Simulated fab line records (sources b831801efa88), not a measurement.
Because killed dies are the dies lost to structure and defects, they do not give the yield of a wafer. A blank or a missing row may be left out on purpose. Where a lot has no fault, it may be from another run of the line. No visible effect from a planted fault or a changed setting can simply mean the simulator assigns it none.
Struck lot and sound lot, side by side	flow sky130	17 steps out of a route of 708
Sound: the wafers L671.1, L671.5, L671.6. Struck: wafers L687.2, L687.5, L687.6. The cause is named last.
Order at every step that has rows: each side's tool, ch and its chambers, its first start. Under that, the readings that differ: sound wafers	struck wafers	difference of the means	sigmas: that difference in standard deviations of wafers without a fault.
alike: words and numbers the same on both sides, and readings whose means are apart by under 2 such deviations; not compared: readings that were withheld, readings missing a value for some wafer, numbers with overlapping values and no deviation given by the record, and bounds like >300 which may hide the same value.
Wherever a step has rows on one side only, a row that says differs or no value, or a row with sigmas, the two part there. When numbers do not overlap yet have no deviation, they are printed without sigmas and do not part them. Lack of a reading on every wafer of one side parts them only where that side has two or more wafers.

SKY_LI_CONTACT_CMP_02: polishes PSG.
  sound on cmp-01 ch 0,2,3, day 28 11:33; struck on cmp-01 ch 0,1,3, day 34 08:11
  alike: motor current A, slurry filter dp kPa, time to endpoint s
SKY_LI_CONTACT_BOW_MEAS_03:
  sound on film metro-03, day 28 11:42; struck on film metro-01, day 34 08:22
  alike: LI_CONTACT_BOW
then, 8 steps without rows for these wafers: SKY_LI_CONTACT_DEHYDRATE_04 (time 60 s); SKY_LI_CONTACT_HMDS_05 (prime time 60 s); SKY_LI_CONTACT_COAT_06 (resist thk 60 nm); SKY_LI_CONTACT_COAT_07 (resist thk 450 nm); SKY_LI_CONTACT_SOFTBAKE_08 (time 90 s); SKY_LI_CONTACT_EXPOSE_09 (exposes mask LICM1, target cd 170 nm); SKY_LI_CONTACT_PEB_10; SKY_LI_CONTACT_DEVELOP_11 (develop time 60 s).
SKY_LI_CONTACT_CD_MEAS_12: target cd 170 nm.
  sound on cd sem-02, day 29 15:16; struck on cd sem-02, day 35 10:49
  alike: cd nm
SKY_LI_CONTACT_OVL_MEAS_13:
  sound on overlay-02, day 29 15:23; struck on overlay-02, day 35 10:55
  alike: LI_CONTACT_OVL
SKY_LI_CONTACT_ETCH_14: etches BARC in N2/H2, stops on SiO2, time 45.9 s, target depth 60 nm.
  sound on rie diel-03 ch 1,2, day 29 15:26; struck on rie diel-04 ch 0,1,2, day 35 10:57
reading	sound	struck	difference	sigmas
oes product au (a.u.)	0.859 0.854 0.853	1.020 1.011 1.029	+0.165	+34
run length s (s)	74.4 74.4 74.1	48.9 48.6 49.0	-25.5	-67
model.KrF-thick_of_LI_CONTACT_COAT_07.thk nm (nm)	387.8 389.5 390.5	414.8 414.5 414.4	+25.3	
model.etch.depth nm (nm)	59.91 59.97 59.87	36.82 35.88 36.82	-23.41	
model.LI_CONTACT.cd nm (nm)	171.7 169.8 170.3	164.5 163.5 165.8	-6.0	
  alike: drypump motor current A, h2 flow sccm, n2 flow sccm, throttle valve pct
  not compared: rf hours counter h
SKY_LI_CONTACT_ETCH_15: etches PSG in C4F8/O2/Ar, stops on Si, target depth 600 nm.
  sound on rie diel-03 ch 1,2, day 29 15:28; struck on rie diel-04 ch 0,1,2, day 35 10:59
reading	sound	struck	difference	sigmas
model.KrF-thick_of_LI_CONTACT_COAT_07.thk nm (nm)	223.4 225.4 224.9	253.2 253.8 251.4	+28.2	
model.LI_CONTACT.cd nm (nm)	172.1 169.5 170.5	164.9 163.3 165.3	-6.2	
  alike: oes product au
SKY_LI_CONTACT_STRIP_16: strips in O2/N2.
  sound on plasma asher-02 ch 0,1, day 29 15:34; struck on plasma asher-02 ch 0,1, day 35 11:05
reading	sound	struck	difference	sigmas
n2 flow sccm (sccm)	301.4 300.4 300.6	297.3 297.4 299.6	-2.7	-3
strip time to endpoint s (s)	3.401 3.434 3.430	3.733 3.728 3.717	+0.304	+11
  alike: drypump motor current A, oes product au
  not compared: rf hours counter h
then, 1 step without rows for these wafers: SKY_LI_CONTACT_CLEAN_17 (cleans in NMP, time 600 s).
-- record jumps: 15 days separate the struck wafers' starts on either side; left off in module LI_CONTACT, taken up again in module PAD_OPEN, whose first shown step is the route's number 708 --
SKY_PAD_OPEN_PROBE_99:
  sound on prober-02, day 46 02:17; struck on prober-01, day 50 03:35
reading	sound	struck	difference	sigmas
model.etest.licon pdiff.rc ohm	546.4 582.7 554.4	662.4 692 655.9	+108.9	
model.etest.nfet g5v0d10v5.r on ohm um	1845 1866 1861	1897 1909 1919	+51	
model.etest.licon high po.rc ohm	331.9 330.8 353.8	396.5 417.4 375.3	+57.6	
model.etest.nfet_01v8.r on ohm um	841.9 850.1 831.5	862 874.9 852.8	+22	
model.etest.licon ndiff.rc ohm	169.4 186.6 180.9	211.9 209.6 205.5	+30.0	
model.etest.sonos uncharged.r on ohm um	823 811.6 827.3	858.4 854 857.6	+36.0	
model.etest.licon poly.rc ohm	145.1 148.7 153.1	169.3 171 168.9	+20.8	
  alike: killed_at_M0_to_M3, killed_at_M4_up, killed at contacts, killed at front end, killed at other, killed dies, killed open, killed short

## WHERE THEY PART
Earliest at SKY_LI_CONTACT_ETCH_14; latest, in this record, at SKY_LI_CONTACT_STRIP_16. Later steps at which nothing parts them and some readings are alike: SKY_PAD_OPEN_PROBE_99.

WHY: the cause the simulator had injected
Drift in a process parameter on rie diel-04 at SKY_LI_CONTACT_ETCH_14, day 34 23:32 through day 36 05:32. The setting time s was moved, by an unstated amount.
